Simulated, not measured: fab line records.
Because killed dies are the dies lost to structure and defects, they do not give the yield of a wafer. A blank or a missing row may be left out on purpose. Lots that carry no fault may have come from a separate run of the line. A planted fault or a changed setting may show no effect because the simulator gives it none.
Split-lot trial	flow sky130	23 wafers read from 5 lots, route of 708 steps

## SPLIT DETAILS
At SKY_GATE_OXIDE_COAT_05 (resist thk 1140 nm), the setting spin_rpm was moved away from the recipe's 3000 rpm on 5 of the 23 wafers read, by -3.8% to +5.1%. For the rest of the wafers, this setting stayed at what the recipe calls for.

The split's own step is where the reading is taken.

## THE READING
NOVOLAK_of_GATE_OXIDE_COAT_05.thk_nm (the simulator's own value, which no gauge read), in nm, at SKY_GATE_OXIDE_COAT_05 (resist thk 1140 nm). The file gives no usual value for it. Average 1141 nm, standard deviation 2.6 nm, over the 18 wafers here run with the recipe.

wafer	tool, chamber at the split	spin_rpm as run, rpm	against the recipe	NOVOLAK_of_GATE_OXIDE_COAT_05.thk_nm, nm	against lot-mates on the recipe
L074.1	litho_track-04, 0	3000	recipe	1138	-
L074.3	litho_track-04, 0	2887	-3.8%	1157	+19
L074.4	litho_track-04, 0	3000	recipe	1140	-
L074.5	litho_track-04, 0	3000	recipe	1137	-
L074.6	litho_track-04, 0	2887	-3.8%	1164	+26
L079.4	litho_track-02, 0	3000	recipe	1143	-
L079.6	litho_track-02, 0	3000	recipe	1143	-
L079.5	litho_track-02, 0	3000	recipe	1145	-
L082.1	litho_track-01, 0	3000	recipe	1142	-
L082.2	litho_track-01, 0	3154	+5.1%	1112	-30
L082.6	litho_track-01, 0	3154	+5.1%	1112	-30
L082.4	litho_track-01, 0	3154	+5.1%	1111	-32
L082.5	litho_track-01, 0	3000	recipe	1143	-
L083.1	litho_track-01, 0	3000	recipe	1141	-
L083.2	litho_track-01, 0	3000	recipe	1143	-
L083.3	litho_track-01, 0	3000	recipe	1143	-
L083.4	litho_track-01, 0	3000	recipe	1143	-
L083.5	litho_track-01, 0	3000	recipe	1145	-
L084.1	litho_track-02, 0	3000	recipe	1138	-
L084.2	litho_track-02, 0	3000	recipe	1138	-
L084.3	litho_track-02, 0	3000	recipe	1138	-
L084.6	litho_track-02, 0	3000	recipe	1138	-
L084.5	litho_track-02, 0	3000	recipe	1140	-

THE FIT
A straight line over all 23 wafers: NOVOLAK_of_GATE_OXIDE_COAT_05.thk_nm changes by -5.56 nm for each +1% of spin_rpm; r = -0.98; the points scatter about the line by 2.7 nm.
The same after taking each lot's own level away (the mean of its wafers on the recipe; 23 wafers): -5.97 nm for each +1%; r = -0.99; scatter 1.5 nm.
On that fit, the largest move of spin_rpm shifts the reading by 31 nm.
Across the lots, their own levels run from 1138.3 to 1143.7 nm, a range of 2.1 times the standard deviation given above.
The two slopes agree, so the slope changes little with the lot-to-lot level.
Check: for one of the wafers moved furthest among these (+5.1%), held out of the fit, the line's prediction against its lot-mates is -30.8 nm. Against them it came out at -30.5 nm.

## THE OTHER SPLITS THESE WAFERS WENT THROUGH
Before the reading, these wafers also passed through other splits. Each is held against what the fit with the lots' levels taken away leaves over:
other split on the same wafers	wafers away from the commonest value	r with NOVOLAK_of_GATE_OXIDE_COAT_05.thk_nm (lot level and that fit taken away)
SKY_VT_ADJUST_HVTR_DEVELOP_06 develop_time_s	9	-0.03
SKY_VT_ADJUST_PCH_COAT_02 spin_rpm	11	-0.30
SKY_SONOS_TUNNEL_COAT_02 spin_rpm	9	+0.12
SKY_SONOS_TUNNEL_IMPLANT_09 energy_kev	5	-0.15
SKY_SONOS_ONO_OXIDATION_00 ox_time_s	18	-0.02
SKY_SONOS_ONO_DEVELOP_12 develop_time_s	11	+0.19

## THE WHOLE CHAIN: every reading that the file lists as answering this split, in the file's order
step	what it does	reading	change (the file's fit)	r (the file's)
SKY_GATE_OXIDE_COAT_05	resist thk 1140 nm	NOVOLAK_of_GATE_OXIDE_COAT_05.thk_nm (the simulator's own value, which no gauge read)	-5.96 nm for each +1% of the setting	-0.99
SKY_GATE_OXIDE_STRIP_13	strips in O2/N2	strip_time_to_endpoint_s	withheld for each +1% of the setting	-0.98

## THE FILE'S OWN FIT
NOVOLAK_of_GATE_OXIDE_COAT_05.thk_nm changes by -5.96 nm for each +1% of spin_rpm, r = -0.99.
